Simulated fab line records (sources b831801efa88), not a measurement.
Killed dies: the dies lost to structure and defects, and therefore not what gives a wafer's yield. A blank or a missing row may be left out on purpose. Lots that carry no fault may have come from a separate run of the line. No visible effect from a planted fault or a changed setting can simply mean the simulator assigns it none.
The tool behind it: which one? ; flow gf180mcu ; 6 lots, 18 wafers sampled, at 2 steps of a route of 602

== WHAT THE GAUGES READ, wafer by wafer ==
GF_STI_THK_MEAS_04.
lot;measured;on;STI_CVD_03_THK (nm)
L162;day 2 09:51;film_metro-04;207.1 207.2 208.6
L165;day 3 01:11;film_metro-02;209.7 208.8 209.3
L170;day 4 01:35;film_metro-04;207.1 205.1 207.2
L175;day 5 03:36;film_metro-02;209.7 209.2 207.7
L178;day 5 17:34;film_metro-03;176.8 175.3 177.4
L180;day 6 03:34;film_metro-03;205.6 205.6 207.0

== TOOL THAT RAN EACH LOT (tool first, then ch and the chambers of the sampled wafers, then the start) ==
lot;GF_STI_CVD_03
L162;lpcvd-02 ch 0, day 2 07:52
L165;lpcvd-01 ch 0, day 2 23:12
L170;lpcvd-01 ch 1, day 3 23:34
L175;lpcvd-02 ch 0, day 5 01:37
L178;lpcvd-02 ch 1, day 5 15:34
L180;lpcvd-01 ch 1, day 6 01:34
- GF_STI_CVD_03: deposits Si3N4 from DCS/NH3, target thk 207.16 nm, time 3551 s.

== THE ANSWER, worked out from the rows above alone ==
Rule: the usual values come from the lots themselves. Put in order of their means at a reading, lots are off if they are a third of the lots or fewer, leave a main group of 4 or more, and stand apart from it by a gap of 3 or more times the standard deviation of the main group's means; of several such gaps the widest counts. The tables above print the reading to a certain number of digits; a main group whose means all agree to those digits is not used. Also off: a lot with no number at a reading for which 4 or more lots have one. Any other lot the step has rows for is counted as sound.
Off: L178, at GF_STI_THK_MEAS_04 (STI_CVD_03_THK). The main group has a mean of 207.7 nm with a standard deviation of 1.3.
A tool fits if, at a process step before that reading, it ran every lot that is off, and no sound lot after the first of them. Gauges at GF_STI_THK_MEAS_04: tried the same way as those tools. One fits: GF_STI_CVD_03 on lpcvd-02. Its last sound lot is L175 (day 5 01:37), its first lot that is off L178 (day 5 15:34): a fault that began between those two fits.

== WHAT THE SIMULATOR HAD INSERTED ==
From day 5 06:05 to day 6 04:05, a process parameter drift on lpcvd-02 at GF_STI_CVD_03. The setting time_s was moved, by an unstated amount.
Struck lots among those shown: L178. The same result came from the rule above.
